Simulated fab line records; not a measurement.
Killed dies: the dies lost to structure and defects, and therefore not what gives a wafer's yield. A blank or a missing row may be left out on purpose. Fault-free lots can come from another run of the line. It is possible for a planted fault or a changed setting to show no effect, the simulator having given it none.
Matching of chambers -- flow sky130 -- rie_si-02 running SKY_FIELD_ISO_ETCH_17: 4 sister chambers
The step etches Si in HBr/Cl2/O2, target depth 342 nm, time 97.7 s. 14 wafers are shown with their chamber, then 7 later ones without.

## WAFERS WITH THEIR CHAMBER
wafer,chamber,throttle_valve_pct (%),oes_product_au (a.u.)
L971.1,2,25.649,1.003
L971.4,1,25.668,0.981
L971.6,2,25.665,1.014
L974.2,1,25.661,0.994
L974.3,3,25.667,1.002
L974.5,1,25.669,0.995
L977.2,3,25.661,0.997
L977.3,2,25.648,0.992
L977.5,3,25.645,1.013
L980.1,1,25.669,1.003
L980.2,0,25.652,1.010
L980.4,2,25.642,1.001
L987.2,0,25.648,1.023
L987.3,3,25.661,0.994

SIGNATURES (averages over the wafers above)
reading,chamber 0,chamber 1,chamber 2,chamber 3,scatter within a chamber
throttle_valve_pct,25.65000,25.66675,25.65100,25.65850,0.00781
oes_product_au,1.01650,0.99325,1.00250,1.00150,0.00887
Rule: for a wafer and a chamber, the distance is found by dividing, reading by reading, the gap between the wafer's reading and the chamber's mean by the reading's scatter, squaring, summing and taking the root. The wafer belongs to the nearest chamber; if the next one is less than 2 further off, it can't be placed. The scatter is the square root of a quotient: the sum, over the shown wafers, of each reading's squared deviation from its chamber's mean, divided by wafers minus chambers.

## WAFERS WHOSE CHAMBER IS MISSING
wafer,throttle_valve_pct (%),oes_product_au (a.u.)
L987.5,25.658,0.998
L993.2,25.658,1.004
L993.4,25.663,0.987
L993.6,25.645,1.001
L994.3,25.657,1.010
L994.5,25.654,0.999
L994.6,25.660,1.006

## WHICH CHAMBER EACH ONE RAN IN
wafer,from the rows above,in truth
L987.5,can't be placed: 3 or 2 or 1 or 0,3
L993.2,can't be placed: 3 or 2 or 1 or 0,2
L993.4,can't be placed: 1 or 3 or 2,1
L993.6,can't be placed: 2 or 3 or 0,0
L994.3,can't be placed: 3 or 2 or 0 or 1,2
L994.5,can't be placed: 2 or 3 or 1 or 0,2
L994.6,can't be placed: 3 or 2 or 1 or 0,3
Correctly placed: 0 of 7. These rows do not allow placing 7 (true chamber among the candidates in 7). Placed wrongly: 0.
